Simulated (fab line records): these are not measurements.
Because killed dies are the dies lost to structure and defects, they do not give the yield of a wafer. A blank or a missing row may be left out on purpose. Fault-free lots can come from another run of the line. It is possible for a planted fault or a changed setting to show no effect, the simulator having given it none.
Which tool is to blame?    flow gf180mcu    18 wafers from 6 lots sampled at 2 of the route's 602 steps

WHAT EACH GAUGE READ, for each wafer
GF_PSD_CD_MEAS_07 targets a cd of 400 nm.
lot   measured      on         cd-nm (nm)
L498  day 14 14:58  cd-sem-01  399.3 401.3 398.2
L500  day 15 06:10  cd-sem-02  404.9 404.7 404.1
L505  day 17 00:47  cd-sem-02  318.5 319.0 320.6
L512  day 19 13:59  cd-sem-01  404.1 405.0 401.7
L515  day 20 18:17  cd-sem-01  399.7 399.4 400.8
L519  day 21 18:56  cd-sem-01  395.7 399.5 398.9

WHAT TOOL EACH LOT RAN ON (gives the tool, then ch and the chambers of the sampled wafers, and finally the start)
lot   GF_PSD_EXPOSE_04
L498  iline-stepper-01 ch 0, day 14 04:45
L500  iline-stepper-02 ch 0, day 14 20:02
L505  iline-stepper-02 ch 0, day 16 13:17
L512  iline-stepper-01 ch 0, day 19 02:35
L515  iline-stepper-01 ch 0, day 20 06:29
L519  iline-stepper-01 ch 0, day 21 07:28
- GF_PSD_EXPOSE_04: exposes mask Pplus, target cd 400 nm.

THE ANSWER, worked out from the rows above alone
Rule: usual is defined by the lots themselves. Put in order of their means at a reading, lots are off if they are a third of the lots or fewer, leave a main group of 4 or more, and stand apart from it by a gap of 3 or more times the standard deviation of the main group's means; of several such gaps the widest counts. A main group is skipped when, at the precision printed for the reading in the tables above, its means are all equal. A lot without any number at a reading at which 4 lots or more have one is off too. All remaining lots with rows at the step are treated as sound.
Off: L505 (GF_PSD_CD_MEAS_07, cd-nm). Mean 401.2 nm and standard deviation 2.5 in the main group.
A tool fits if, at a process step before that reading, it ran every lot that is off, and no sound lot after the first of them. Those tools and the gauges at GF_PSD_CD_MEAS_07 are tried in the same way. Undecided on this evidence; 2 tools fit (iline-stepper-02 at GF_PSD_EXPOSE_04, cd-sem-02 at GF_PSD_CD_MEAS_07).

WHAT THE SIMULATOR HAD PUT IN
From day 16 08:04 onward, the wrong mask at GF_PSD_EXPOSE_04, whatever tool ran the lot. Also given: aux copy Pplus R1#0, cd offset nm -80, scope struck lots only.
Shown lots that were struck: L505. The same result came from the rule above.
